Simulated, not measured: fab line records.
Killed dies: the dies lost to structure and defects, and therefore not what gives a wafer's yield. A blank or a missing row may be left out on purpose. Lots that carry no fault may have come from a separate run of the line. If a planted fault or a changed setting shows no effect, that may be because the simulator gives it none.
Which of the tools did it? -- flow sfq-line -- 42 wafers from 14 lots sampled at 6 of the route's 325 steps

## WHAT THE GAUGES READ, wafer by wafer
SFQ_I0_BOW_MEAS_907.
lot,measured,on,I0_BOW (um)
L570,day 9 13:01,film-metro-01,9 -10 8
L571,day 9 14:11,film-metro-02,9 -4 2
L573,day 9 23:08,film-metro-03,-20 8 -8
L575,day 10 11:33,film-metro-02,4 2 -9
L576,day 10 12:23,film-metro-03,-5 6 -5
L579,day 11 05:33,film-metro-02,1 -4 4
L580,day 11 11:35,film-metro-03,8 5 4
L581,day 11 21:59,film-metro-03,-11 -4 -4
L582,day 12 05:12,film-metro-01,-11 -14 8
L585,day 13 01:27,film-metro-01,-3 6 -7
L588,day 18 23:17,film-metro-01,-3 9 -4
L590,day 19 18:04,film-metro-02,1 -10 7
L591,day 19 21:05,film-metro-03,-11 -4 3
L592,day 20 02:18,film-metro-02,-5 -5 -3

SFQ_M1_RS_MEAS_909: the measuring method here is four-point-probe.
lot,measured,on,M1_NB_RS (ohm/sq)
L570,day 13 15:17,film-metro-02,0.872 0.878 0.881
L571,day 14 03:23,film-metro-04,0.895 0.886 0.891
L573,day 14 15:24,film-metro-01,0.905 0.892 0.887
L575,day 15 04:35,film-metro-04,0.897 0.899 0.901
L576,day 15 05:47,film-metro-01,0.896 0.901 0.903
L579,day 16 04:38,film-metro-04,0.903 0.884 0.893
L580,day 16 11:49,film-metro-02,0.889 0.898 0.882
L581,day 16 21:58,film-metro-04,- - -
L582,day 17 02:47,film-metro-02,- - -
L585,day 17 19:38,film-metro-02,0.866 0.870 0.867
L588,day 19 03:56,film-metro-04,0.877 0.884 0.884
L590,day 20 01:20,film-metro-04,0.873 0.881 0.877
L591,day 20 03:46,film-metro-04,0.897 0.897 0.889
L592,day 20 06:58,film-metro-02,0.891 0.903 0.881

SFQ_M1_OVL_MEAS_911.
lot,measured,on,M1_OVL (nm)
L570,day 18 06:30,overlay-02,5 10 4
L571,day 18 12:29,overlay-01,8 3 8
L573,day 19 10:05,overlay-01,2 3 5
L575,day 20 00:37,overlay-02,-3 -3 1
L576,day 20 01:49,overlay-02,10 -1 3
L579,day 20 17:25,overlay-01,7 2 3
L580,day 20 23:26,overlay-02,6 9 3
L581,day 21 12:53,overlay-02,8 6 7
L582,day 21 21:17,overlay-02,13 7 5
L585,day 22 18:10,overlay-01,-10 -3 -5
L588,day 24 03:05,overlay-01,7 6 5
L590,day 25 03:13,overlay-02,-4 1 3
L591,day 25 05:37,overlay-02,-3 -3 -2
L592,day 25 11:45,overlay-02,5 9 2

SFQ_M2_RS_MEAS_914: the measuring method here is four-point-probe.
lot,measured,on,M2_NB_RS (ohm/sq)
L570,day 23 18:28,film-metro-02,0.914 0.895 0.894
L571,day 23 23:58,film-metro-02,0.874 0.893 0.877
L573,day 24 22:19,film-metro-04,0.895 0.915 0.904
L575,day 25 19:54,film-metro-04,0.894 0.895 0.905
L576,day 25 23:30,film-metro-02,0.890 0.891 0.886
L579,day 26 08:54,film-metro-04,0.877 0.879 0.885
L580,day 26 13:57,film-metro-04,0.911 0.907 0.912
L581,day 27 07:06,film-metro-04,0.883 0.887 0.889
L582,day 27 17:32,film-metro-02,0.892 0.883 0.886
L585,day 29 00:59,film-metro-04,0.879 0.883 0.883
L588,day 30 14:07,film-metro-02,0.898 0.895 0.904
L590,day 31 05:41,film-metro-03,0.897 0.904 0.902
L591,day 31 09:18,film-metro-04,0.892 0.896 0.884
L592,day 31 16:30,film-metro-02,0.904 0.896 0.895

## TOOL THAT RAN EACH LOT (tool first, then ch and the chambers of the sampled wafers, then the start)
lot,SFQ_TRILAYER_M1_DEP_SPUTTER_037,SFQ_TRILAYER_M1_ETCH_METAL_ETCH_042
L570,"pvd-sputter-04, day 13 15:08","rie-metal-03 ch 0,1, day 18 06:38"
L571,"pvd-sputter-06, day 14 03:18","rie-metal-03 ch 0,1, day 18 12:35"
L573,"pvd-sputter-03, day 14 15:17","rie-metal-02 ch 0,1, day 19 10:11"
L575,"pvd-sputter-03, day 15 04:29","rie-metal-01 ch 0,1, day 20 00:43"
L576,"pvd-sputter-06, day 15 05:41","rie-metal-01 ch 0,1, day 20 01:55"
L579,"pvd-sputter-03, day 16 04:32","rie-metal-03 ch 1, day 20 17:34"
L580,"pvd-sputter-03, day 16 11:41","rie-metal-02 ch 0,1, day 20 23:33"
L581,"pvd-sputter-06, day 16 21:53","rie-metal-01 ch 0,1, day 21 12:59"
L582,"pvd-sputter-04, day 17 02:41","rie-metal-01 ch 0,1, day 21 21:23"
L585,"pvd-sputter-04, day 17 19:29","rie-metal-03 ch 0,1, day 22 18:17"
L588,"pvd-sputter-04, day 19 03:51","rie-metal-01 ch 0, day 24 03:11"
L590,"pvd-sputter-04, day 20 01:15","rie-metal-01 ch 0,1, day 25 03:19"
L591,"pvd-sputter-06, day 20 03:39","rie-metal-01 ch 1, day 25 05:49"
L592,"pvd-sputter-04, day 20 06:51","rie-metal-01 ch 0, day 25 11:50"
- SFQ_TRILAYER_M1_DEP_SPUTTER_037: material Nb, target thk 200 nm, time 133.3 s.
- SFQ_TRILAYER_M1_ETCH_METAL_ETCH_042: etches Nb in Cl2/Ar, stops on SiO2, target depth 240 nm, time 120 s.

## AS READ BY THE TOOLS THEMSELVES (means over the sampled wafers that have a number; for cases with no such wafer, the mark the record gives instead)
SFQ_TRILAYER_M1_DEP_SPUTTER_037.
lot,tool,base-pressure-pa (Pa),cathode-dc-power-W (W),substrate-temp-c (C),throttle-valve-pct (%)
L570,pvd-sputter-04,1.25e-06,2000.1,20.04,30.2
L571,pvd-sputter-06,1.30e-06,2000.2,19.95,30.4
L573,pvd-sputter-03,1.28e-06,1999.9,20.03,29.5
L575,pvd-sputter-03,1.36e-06,1999.8,19.86,30.2
L576,pvd-sputter-06,1.22e-06,2000.0,20.07,31.2
L579,pvd-sputter-03,1.37e-06,2000.0,19.99,29.5
L580,pvd-sputter-03,1.30e-06,2000.0,19.94,28.6
L581,pvd-sputter-06,-,-,-,-
L582,pvd-sputter-04,-,-,-,-
L585,pvd-sputter-04,1.31e-06,2000.1,19.89,29.8
L588,pvd-sputter-04,1.24e-06,2000.0,20.06,30.0
L590,pvd-sputter-04,1.36e-06,1999.6,19.94,29.2
L591,pvd-sputter-06,1.29e-06,1999.9,19.99,30.5
L592,pvd-sputter-04,1.23e-06,1999.8,20.10,29.9

SFQ_TRILAYER_M1_ETCH_METAL_ETCH_042.
lot,tool,drypump-motor-current-A (A),oes-product-au (a.u.)
L570,rie-metal-03,5.2,0.901
L571,rie-metal-03,5.1,0.891
L573,rie-metal-02,5.5,0.897
L575,rie-metal-01,5.6,0.890
L576,rie-metal-01,6.1,0.890
L579,rie-metal-03,5.3,0.891
L580,rie-metal-02,5.5,0.897
L581,rie-metal-01,5.6,0.377
L582,rie-metal-01,5.6,0.373
L585,rie-metal-03,5.2,0.905
L588,rie-metal-01,5.1,0.894
L590,rie-metal-01,6.1,0.903
L591,rie-metal-01,6.6,0.888
L592,rie-metal-01,5.1,0.894

## THE ANSWER, worked out from the rows above alone
Rule: the usual values come from the lots themselves. Put in order of their means at a reading, lots are off if they are a third of the lots or fewer, leave a main group of 4 or more, and stand apart from it by a gap of 3 or more times the standard deviation of the main group's means; of several such gaps the widest counts. Not used: any main group whose means are identical at the precision the tables above print for the reading. A lot without any number at a reading at which 4 lots or more have one is off too. Where the step has rows for the other lots, those lots are counted as sound. After the gauges, taken in route order, come the tools' own readings; for these a lot's mean is taken, as printed above. The first step at which some lot is off is used, and at that step the reading that is off furthest; a lot without a number counts as furthest.
Off: L581, L582, seen at SFQ_M1_RS_MEAS_909 (M1_NB_RS). Without a number there: L581, L582. Mean 0.888 ohm/sq and standard deviation 0.0096 in the main group.
A tool fits if, at a process step before that reading, it ran every lot that is off, and no sound lot after the first of them. The gauges at SFQ_M1_RS_MEAS_909 aren't tried: what is off there is off at SFQ_TRILAYER_M1_DEP_SPUTTER_037 too, on other tools, and a gauge's error can't cause that. No candidate that was tried fits.

## WHAT THE SIMULATOR PUT IN
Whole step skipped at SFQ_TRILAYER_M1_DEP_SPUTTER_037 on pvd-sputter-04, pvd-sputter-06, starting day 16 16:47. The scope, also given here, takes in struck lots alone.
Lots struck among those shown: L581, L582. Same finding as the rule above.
